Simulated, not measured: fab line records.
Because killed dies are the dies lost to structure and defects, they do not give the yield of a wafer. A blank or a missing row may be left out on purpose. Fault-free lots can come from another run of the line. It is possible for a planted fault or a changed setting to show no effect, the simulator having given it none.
Which tool did it? || flow gf180mcu || Sampling: 12 lots, 34 wafers, 5 of 602 route steps

## WHAT THE GAUGES READ, wafer by wafer
GF_V4_BOW_MEAS_05. Usual: for V4_BOW the level is 135 um and the standard deviation is 9.8.
{"lot": "L463", "measured": "day 23 04:07", "on": "filmMetro-03", "V4_BOW (um)": "156 149 150", "flag": ""}
{"lot": "L464", "measured": "day 23 11:08", "on": "filmMetro-04", "V4_BOW (um)": "134 127 125", "flag": ""}
{"lot": "L466", "measured": "day 24 05:31", "on": "filmMetro-04", "V4_BOW (um)": "150 138 140", "flag": ""}
{"lot": "L469", "measured": "day 25 13:35", "on": "filmMetro-03", "V4_BOW (um)": "141 153 146", "flag": ""}
{"lot": "L470", "measured": "day 26 02:44", "on": "filmMetro-04", "V4_BOW (um)": 137, "flag": ""}
{"lot": "L479", "measured": "day 29 01:55", "on": "filmMetro-04", "V4_BOW (um)": "131 130 106", "flag": ""}
{"lot": "L480", "measured": "day 29 04:09", "on": "filmMetro-03", "V4_BOW (um)": "152 150 137", "flag": ""}
{"lot": "L481", "measured": "day 29 11:25", "on": "filmMetro-04", "V4_BOW (um)": "127 131 135", "flag": ""}
{"lot": "L482", "measured": "day 29 18:31", "on": "filmMetro-04", "V4_BOW (um)": "111 132 117", "flag": ""}
{"lot": "L484", "measured": "day 30 03:55", "on": "filmMetro-02", "V4_BOW (um)": "148 136 155", "flag": ""}
{"lot": "L486", "measured": "day 30 09:49", "on": "filmMetro-04", "V4_BOW (um)": "116 134 127", "flag": ""}
{"lot": "L485", "measured": "day 30 15:02", "on": "filmMetro-02", "V4_BOW (um)": "129 124 135", "flag": ""}

## EACH LOT AND THE TOOL THAT RAN IT (in order: tool; ch and the chambers of the sampled wafers; start)
{"lot": "L463", "GF_V3_ETCH_16": "rieDiel-02 ch 2,3, day 22 01:57", "GF_M4_SPUTTER_03": "pvdSputter-03, day 22 03:28", "GF_M4_METAL_ETCH_16": "rieMetal-02 ch 0,1, day 23 02:41", "GF_M4_STRIP_17": "plasmaAsher-01 ch 0,1, day 23 02:49"}
{"lot": "L464", "GF_V3_ETCH_16": "rieDiel-03 ch 1,2,3, day 22 09:57", "GF_M4_SPUTTER_03": "pvdSputter-03, day 22 11:29", "GF_M4_METAL_ETCH_16": "rieMetal-04 ch 0,1, day 23 09:53", "GF_M4_STRIP_17": "plasmaAsher-02 ch 0,1, day 23 10:01"}
{"lot": "L466", "GF_V3_ETCH_16": "rieDiel-04 ch 1,3, day 23 02:59", "GF_M4_SPUTTER_03": "pvdSputter-04, day 23 04:31", "GF_M4_METAL_ETCH_16": "rieMetal-03 ch 0, day 24 04:17", "GF_M4_STRIP_17": "plasmaAsher-03 ch 1, day 24 04:25"}
{"lot": "L469", "GF_V3_ETCH_16": "rieDiel-03 ch 0,1,3, day 24 13:27", "GF_M4_SPUTTER_03": "pvdSputter-04, day 24 14:58", "GF_M4_METAL_ETCH_16": "rieMetal-03 ch 0,1, day 25 12:20", "GF_M4_STRIP_17": "plasmaAsher-01 ch 0,1, day 25 12:28"}
{"lot": "L470", "GF_V3_ETCH_16": "rieDiel-02 ch 3, day 25 02:27", "GF_M4_SPUTTER_03": "pvdSputter-03, day 25 03:58", "GF_M4_METAL_ETCH_16": "rieMetal-03 ch 1, day 26 01:29", "GF_M4_STRIP_17": "plasmaAsher-02 ch 1, day 26 01:37"}
{"lot": "L479", "GF_V3_ETCH_16": "rieDiel-04 ch 0,1,3, day 28 04:03", "GF_M4_SPUTTER_03": "pvdSputter-02, day 28 05:34", "GF_M4_METAL_ETCH_16": "rieMetal-04 ch 0,1, day 29 00:17", "GF_M4_STRIP_17": "plasmaAsher-02 ch 0,1, day 29 00:25"}
{"lot": "L480", "GF_V3_ETCH_16": "rieDiel-03 ch 0,1,2, day 28 05:48", "GF_M4_SPUTTER_03": "pvdSputter-03, day 28 07:20", "GF_M4_METAL_ETCH_16": "rieMetal-04 ch 0,1, day 29 02:50", "GF_M4_STRIP_17": "plasmaAsher-03 ch 0,1, day 29 02:58"}
{"lot": "L481", "GF_V3_ETCH_16": "rieDiel-02 ch 1,2,3, day 28 13:48", "GF_M4_SPUTTER_03": "pvdSputter-02, day 28 15:19", "GF_M4_METAL_ETCH_16": "rieMetal-04 ch 0,1, day 29 10:08", "GF_M4_STRIP_17": "plasmaAsher-01 ch 0,1, day 29 10:16"}
{"lot": "L482", "GF_V3_ETCH_16": "rieDiel-03 ch 0,1,3, day 28 20:11", "GF_M4_SPUTTER_03": "pvdSputter-04, day 28 21:42", "GF_M4_METAL_ETCH_16": "rieMetal-03 ch 0,1, day 29 16:56", "GF_M4_STRIP_17": "plasmaAsher-02 ch 0,1, day 29 17:03"}
{"lot": "L484", "GF_V3_ETCH_16": "rieDiel-04 ch 0,1,3, day 29 05:50", "GF_M4_SPUTTER_03": "pvdSputter-04, day 29 07:26", "GF_M4_METAL_ETCH_16": "rieMetal-03 ch 1, day 30 02:35", "GF_M4_STRIP_17": "plasmaAsher-01 ch 0,1, day 30 02:48"}
{"lot": "L486", "GF_V3_ETCH_16": "rieDiel-04 ch 0,2,3, day 29 12:10", "GF_M4_SPUTTER_03": "pvdSputter-03, day 29 13:41", "GF_M4_METAL_ETCH_16": "rieMetal-04 ch 0, day 30 08:28", "GF_M4_STRIP_17": "plasmaAsher-03 ch 0,1, day 30 08:41"}
{"lot": "L485", "GF_V3_ETCH_16": "rieDiel-02 ch 1,2,3, day 29 18:31", "GF_M4_SPUTTER_03": "pvdSputter-03, day 29 20:02", "GF_M4_METAL_ETCH_16": "rieMetal-02 ch 0,1, day 30 13:44", "GF_M4_STRIP_17": "plasmaAsher-01 ch 0,1, day 30 13:51"}
- GF_V3_ETCH_16: etches BARC in N2/H2.
- GF_M4_SPUTTER_03: material Ti, target thk 10 nm, time 6.7 s.
- GF_M4_METAL_ETCH_16: etches the open film in Cl2/BCl3, stops on SiO2, target depth 750.8 nm, time 125.1 s.
- GF_M4_STRIP_17: strips in O2/N2.

## AS READ BY THE TOOLS THEMSELVES (means over the sampled wafers that have a number; for cases with no such wafer, the mark the record gives instead)
GF_V3_ETCH_16. Usual: biasW 100.01 W, standard deviation 0.28; drypumpMotorCurrentA 5.5 A, standard deviation 0.4; oesProductAu 0.854 a.u., standard deviation 0.0047; throttleValvePct 13.224 %, standard deviation 0.0091.
{"lot": "L463", "tool": "rieDiel-02", "biasW (W)": 99.97, "drypumpMotorCurrentA (A)": 5.2, "oesProductAu (a.u.)": 0.853, "throttleValvePct (%)": 13.221, "flag": ""}
{"lot": "L464", "tool": "rieDiel-03", "biasW (W)": 99.97, "drypumpMotorCurrentA (A)": 5.5, "oesProductAu (a.u.)": 0.853, "throttleValvePct (%)": 13.215, "flag": ""}
{"lot": "L466", "tool": "rieDiel-04", "biasW (W)": 100.12, "drypumpMotorCurrentA (A)": 5.3, "oesProductAu (a.u.)": 0.850, "throttleValvePct (%)": 13.229, "flag": ""}
{"lot": "L469", "tool": "rieDiel-03", "biasW (W)": 99.81, "drypumpMotorCurrentA (A)": 5.3, "oesProductAu (a.u.)": 0.858, "throttleValvePct (%)": 13.222, "flag": ""}
{"lot": "L470", "tool": "rieDiel-02", "biasW (W)": 99.54, "drypumpMotorCurrentA (A)": 5.4, "oesProductAu (a.u.)": 0.857, "throttleValvePct (%)": 13.229, "flag": ""}
{"lot": "L479", "tool": "rieDiel-04", "biasW (W)": 99.97, "drypumpMotorCurrentA (A)": 5.6, "oesProductAu (a.u.)": 0.849, "throttleValvePct (%)": 13.220, "flag": ""}
{"lot": "L480", "tool": "rieDiel-03", "biasW (W)": 100.19, "drypumpMotorCurrentA (A)": 5.4, "oesProductAu (a.u.)": 0.853, "throttleValvePct (%)": 13.222, "flag": ""}
{"lot": "L481", "tool": "rieDiel-02", "biasW (W)": 100.14, "drypumpMotorCurrentA (A)": 5.3, "oesProductAu (a.u.)": 0.853, "throttleValvePct (%)": 13.221, "flag": ""}
{"lot": "L482", "tool": "rieDiel-03", "biasW (W)": 99.85, "drypumpMotorCurrentA (A)": 5.3, "oesProductAu (a.u.)": 0.852, "throttleValvePct (%)": 13.219, "flag": ""}
{"lot": "L484", "tool": "rieDiel-04", "biasW (W)": 100.16, "drypumpMotorCurrentA (A)": 5.6, "oesProductAu (a.u.)": 0.851, "throttleValvePct (%)": 13.222, "flag": ""}
{"lot": "L486", "tool": "rieDiel-04", "biasW (W)": 99.98, "drypumpMotorCurrentA (A)": 5.7, "oesProductAu (a.u.)": 0.854, "throttleValvePct (%)": 13.230, "flag": ""}
{"lot": "L485", "tool": "rieDiel-02", "biasW (W)": 99.99, "drypumpMotorCurrentA (A)": 5.2, "oesProductAu (a.u.)": 0.850, "throttleValvePct (%)": 13.224, "flag": ""}

GF_M4_SPUTTER_03. Usual: throttleValvePct reads 29.9 % (standard deviation 1.2).
{"lot": "L463", "tool": "pvdSputter-03", "throttleValvePct (%)": 29.6, "flag": ""}
{"lot": "L464", "tool": "pvdSputter-03", "throttleValvePct (%)": 29.1, "flag": ""}
{"lot": "L466", "tool": "pvdSputter-04", "throttleValvePct (%)": 30.9, "flag": ""}
{"lot": "L469", "tool": "pvdSputter-04", "throttleValvePct (%)": 31.0, "flag": ""}
{"lot": "L470", "tool": "pvdSputter-03", "throttleValvePct (%)": 30.8, "flag": ""}
{"lot": "L479", "tool": "pvdSputter-02", "throttleValvePct (%)": 30.0, "flag": ""}
{"lot": "L480", "tool": "pvdSputter-03", "throttleValvePct (%)": 28.9, "flag": ""}
{"lot": "L481", "tool": "pvdSputter-02", "throttleValvePct (%)": 30.2, "flag": ""}
{"lot": "L482", "tool": "pvdSputter-04", "throttleValvePct (%)": 30.9, "flag": ""}
{"lot": "L484", "tool": "pvdSputter-04", "throttleValvePct (%)": 30.0, "flag": ""}
{"lot": "L486", "tool": "pvdSputter-03", "throttleValvePct (%)": 29.7, "flag": ""}
{"lot": "L485", "tool": "pvdSputter-03", "throttleValvePct (%)": 29.5, "flag": ""}

GF_M4_METAL_ETCH_16. Usual: biasW 139.9 W, standard deviation 0.45; drypumpMotorCurrentA 5.5 A, standard deviation 0.43; oesProductAu 0.987 a.u., standard deviation 0.0064; throttleValvePct 28.234 %, standard deviation 0.011.
{"lot": "L463", "tool": "rieMetal-02", "biasW (W)": 140.0, "drypumpMotorCurrentA (A)": 5.1, "oesProductAu (a.u.)": 0.986, "throttleValvePct (%)": 28.235, "flag": ""}
{"lot": "L464", "tool": "rieMetal-04", "biasW (W)": 139.8, "drypumpMotorCurrentA (A)": 5.5, "oesProductAu (a.u.)": 0.991, "throttleValvePct (%)": 28.228, "flag": ""}
{"lot": "L466", "tool": "rieMetal-03", "biasW (W)": 140.0, "drypumpMotorCurrentA (A)": 5.8, "oesProductAu (a.u.)": 0.989, "throttleValvePct (%)": 28.227, "flag": ""}
{"lot": "L469", "tool": "rieMetal-03", "biasW (W)": 186.3, "drypumpMotorCurrentA (A)": 5.8, "oesProductAu (a.u.)": 0.992, "throttleValvePct (%)": 28.233, "flag": "OFF"}
{"lot": "L470", "tool": "rieMetal-03", "biasW (W)": 208.8, "drypumpMotorCurrentA (A)": 5.8, "oesProductAu (a.u.)": 0.991, "throttleValvePct (%)": 28.224, "flag": "OFF"}
{"lot": "L479", "tool": "rieMetal-04", "biasW (W)": 139.7, "drypumpMotorCurrentA (A)": 5.2, "oesProductAu (a.u.)": 0.984, "throttleValvePct (%)": 28.233, "flag": ""}
{"lot": "L480", "tool": "rieMetal-04", "biasW (W)": 140.1, "drypumpMotorCurrentA (A)": 5.2, "oesProductAu (a.u.)": 0.986, "throttleValvePct (%)": 28.234, "flag": ""}
{"lot": "L481", "tool": "rieMetal-04", "biasW (W)": 140.0, "drypumpMotorCurrentA (A)": 5.2, "oesProductAu (a.u.)": 0.981, "throttleValvePct (%)": 28.231, "flag": ""}
{"lot": "L482", "tool": "rieMetal-03", "biasW (W)": 139.6, "drypumpMotorCurrentA (A)": 5.8, "oesProductAu (a.u.)": 0.988, "throttleValvePct (%)": 28.233, "flag": ""}
{"lot": "L484", "tool": "rieMetal-03", "biasW (W)": 140.2, "drypumpMotorCurrentA (A)": 5.8, "oesProductAu (a.u.)": 0.983, "throttleValvePct (%)": 28.244, "flag": ""}
{"lot": "L486", "tool": "rieMetal-04", "biasW (W)": 140.3, "drypumpMotorCurrentA (A)": 5.9, "oesProductAu (a.u.)": 0.986, "throttleValvePct (%)": 28.228, "flag": ""}
{"lot": "L485", "tool": "rieMetal-02", "biasW (W)": 140.3, "drypumpMotorCurrentA (A)": 5.3, "oesProductAu (a.u.)": 0.990, "throttleValvePct (%)": 28.237, "flag": ""}

GF_M4_STRIP_17. Usual: drypumpMotorCurrentA 6.07 A, standard deviation 0.23; heaterPowerW 341 W, standard deviation 34; oesProductAu 0.538 a.u., standard deviation 0.0048; platenTempC 250.00 C, standard deviation 0.18; stripTimeToEndpointS 7.40 s, standard deviation 0.049.
{"lot": "L463", "tool": "plasmaAsher-01", "drypumpMotorCurrentA (A)": 5.90, "heaterPowerW (W)": 336, "oesProductAu (a.u.)": 0.538, "platenTempC (C)": 249.99, "stripTimeToEndpointS (s)": 7.38, "flag": ""}
{"lot": "L464", "tool": "plasmaAsher-02", "drypumpMotorCurrentA (A)": 6.27, "heaterPowerW (W)": 379, "oesProductAu (a.u.)": 0.538, "platenTempC (C)": 249.74, "stripTimeToEndpointS (s)": 7.34, "flag": ""}
{"lot": "L466", "tool": "plasmaAsher-03", "drypumpMotorCurrentA (A)": 6.44, "heaterPowerW (W)": 277, "oesProductAu (a.u.)": 0.537, "platenTempC (C)": 249.84, "stripTimeToEndpointS (s)": 7.39, "flag": ""}
{"lot": "L469", "tool": "plasmaAsher-01", "drypumpMotorCurrentA (A)": 5.82, "heaterPowerW (W)": 356, "oesProductAu (a.u.)": 0.532, "platenTempC (C)": 249.98, "stripTimeToEndpointS (s)": 7.19, "flag": "OFF"}
{"lot": "L470", "tool": "plasmaAsher-02", "drypumpMotorCurrentA (A)": 6.34, "heaterPowerW (W)": 388, "oesProductAu (a.u.)": 0.518, "platenTempC (C)": 250.10, "stripTimeToEndpointS (s)": 7.08, "flag": "OFF"}
{"lot": "L479", "tool": "plasmaAsher-02", "drypumpMotorCurrentA (A)": 6.27, "heaterPowerW (W)": 374, "oesProductAu (a.u.)": 0.538, "platenTempC (C)": 250.04, "stripTimeToEndpointS (s)": 7.38, "flag": ""}
{"lot": "L480", "tool": "plasmaAsher-03", "drypumpMotorCurrentA (A)": 6.22, "heaterPowerW (W)": 317, "oesProductAu (a.u.)": 0.541, "platenTempC (C)": 250.01, "stripTimeToEndpointS (s)": 7.44, "flag": ""}
{"lot": "L481", "tool": "plasmaAsher-01", "drypumpMotorCurrentA (A)": 5.81, "heaterPowerW (W)": 355, "oesProductAu (a.u.)": 0.542, "platenTempC (C)": 249.90, "stripTimeToEndpointS (s)": 7.43, "flag": ""}
{"lot": "L482", "tool": "plasmaAsher-02", "drypumpMotorCurrentA (A)": 6.26, "heaterPowerW (W)": 376, "oesProductAu (a.u.)": 0.539, "platenTempC (C)": 249.96, "stripTimeToEndpointS (s)": 7.36, "flag": ""}
{"lot": "L484", "tool": "plasmaAsher-01", "drypumpMotorCurrentA (A)": 5.83, "heaterPowerW (W)": 356, "oesProductAu (a.u.)": 0.542, "platenTempC (C)": 250.09, "stripTimeToEndpointS (s)": 7.49, "flag": ""}
{"lot": "L486", "tool": "plasmaAsher-03", "drypumpMotorCurrentA (A)": 6.20, "heaterPowerW (W)": 318, "oesProductAu (a.u.)": 0.538, "platenTempC (C)": 249.99, "stripTimeToEndpointS (s)": 7.39, "flag": ""}
{"lot": "L485", "tool": "plasmaAsher-01", "drypumpMotorCurrentA (A)": 5.84, "heaterPowerW (W)": 361, "oesProductAu (a.u.)": 0.540, "platenTempC (C)": 250.12, "stripTimeToEndpointS (s)": 7.39, "flag": ""}

## THE ANSWER, worked out from the rows above alone
Rule: a lot counts as off when the mean over its wafers that have a number is more than 3 standard deviations away from the usual mean. Also off: a lot with no number at a reading for which 4 or more lots have one. Any other lot the step has rows for is counted as sound. After the gauges, taken in route order, come the tools' own readings; for these a lot's mean is taken, as printed above. The first step at which some lot is off is used, and at that step the reading that is off furthest; a lot without a number counts as furthest.
Off: L469, L470 (GF_M4_METAL_ETCH_16, biasW).
A tool fits if, at that step or a process step before it, it ran every lot that is off, and no sound lot after the first of them. Of those tried, none fits.

## WHAT THE SIMULATOR HAD PUT IN
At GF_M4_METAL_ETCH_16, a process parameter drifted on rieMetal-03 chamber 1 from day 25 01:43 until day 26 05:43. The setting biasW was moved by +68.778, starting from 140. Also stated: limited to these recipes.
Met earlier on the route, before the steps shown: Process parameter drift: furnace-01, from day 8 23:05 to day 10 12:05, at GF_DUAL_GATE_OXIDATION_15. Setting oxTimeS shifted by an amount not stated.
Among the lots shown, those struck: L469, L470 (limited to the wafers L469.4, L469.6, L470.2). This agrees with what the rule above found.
